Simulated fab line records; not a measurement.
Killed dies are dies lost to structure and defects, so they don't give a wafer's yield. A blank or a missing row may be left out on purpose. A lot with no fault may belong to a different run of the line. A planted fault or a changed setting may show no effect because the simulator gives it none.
One fault through the eyes of 2 desks	flow sky130	numbers are kept per desk, each desk with only its own; the story behind them comes last

## THE TOOL OWNER'S DESK: rie-metal-02
The tool's own readings at SKY_METAL3_METAL_ETCH_18 (etches the open film in Cl2/BCl3, stops on SiO2, target depth 845 nm, time 183.1 s): means of the sampled wafers that have a number, for each lot that ran on this tool. Any lot whose mean is over 4 standard deviations away from the usual mean is out of limits and marked OUT; that distance is given in the brackets.
Columns: A = drypump-motor-current-A at SKY_METAL3_METAL_ETCH_18, usual 5.57 A; B = oes-product-au at SKY_METAL3_METAL_ETCH_18, usual 0.864 a.u.; C = throttle-valve-pct at SKY_METAL3_METAL_ETCH_18, usual 22.265 %
lot	first seen here	A	B	C
L707	day 39 23:44	5.63	0.861	22.266
L708	day 40 02:43	5.63	0.866	22.265
L712	day 41 05:52	5.54	0.818 (-6.5) OUT	22.261
L713	day 41 15:34	5.56	0.763 (-14) OUT	22.265
L723	day 44 11:01	5.65	0.860	22.266
L726	day 45 04:35	5.80	0.874	22.266
L724	day 45 08:01	5.46	0.854	22.277
L725	day 45 08:22	5.46	0.861	22.265
This desk's finding: out of limits on L712, L713; first on L712, day 41 05:52 (oes-product-au at SKY_METAL3_METAL_ETCH_18). In limits: L707, L708, L723, L726, L724, L725.

## METROLOGY DESK
What the gauges read, lot by lot, whatever tool the lot ran on: means of the sampled wafers that have a number. Any lot whose mean is over 4 standard deviations away from the usual mean is out of limits and marked OUT; that distance is given in the brackets.
Columns: A = VIA2_W_RS at SKY_VIA2_RS_MEAS_22, usual 0.275 ohm/sq; B = VIA3_BOW at SKY_VIA3_BOW_MEAS_03, usual 80 um
lot	first seen here	A	B
L703	day 36 09:04	0.274	75
L706	day 37 08:13	0.275	89
L707	day 37 20:04	0.273	85
L708	day 37 21:57	0.280	90
L712	day 39 03:04	0.272	82
L713	day 39 14:52	0.274	-
L718	day 41 04:49	0.280	86
L723	day 42 11:32	0.275	78
L726	day 43 06:45	0.273	78
L724	day 43 09:56	0.276	80
L725	day 43 10:07	0.272	66
Finding of this desk: none of the 11 lots has anything out of limits.

## ALL TOGETHER
The tool owner's desk could have raised an alarm at day 41 05:52, on L712, L713.
At the metrology desk, nothing out of limits was observed.
The metrology desk holds a record of L712, L713, inside its limits.
All the named lots went through SKY_METAL3_METAL_ETCH_18 on rie-metal-02.

## WHAT HAD BEEN PUT IN BY THE SIMULATOR
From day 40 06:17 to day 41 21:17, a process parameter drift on rie-metal-02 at SKY_METAL3_METAL_ETCH_18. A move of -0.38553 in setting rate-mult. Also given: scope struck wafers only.
Shown lots that were struck: L712, L713.
Each desk's first reading out of limits, in hours after the fault started: the tool owner's desk, 24.
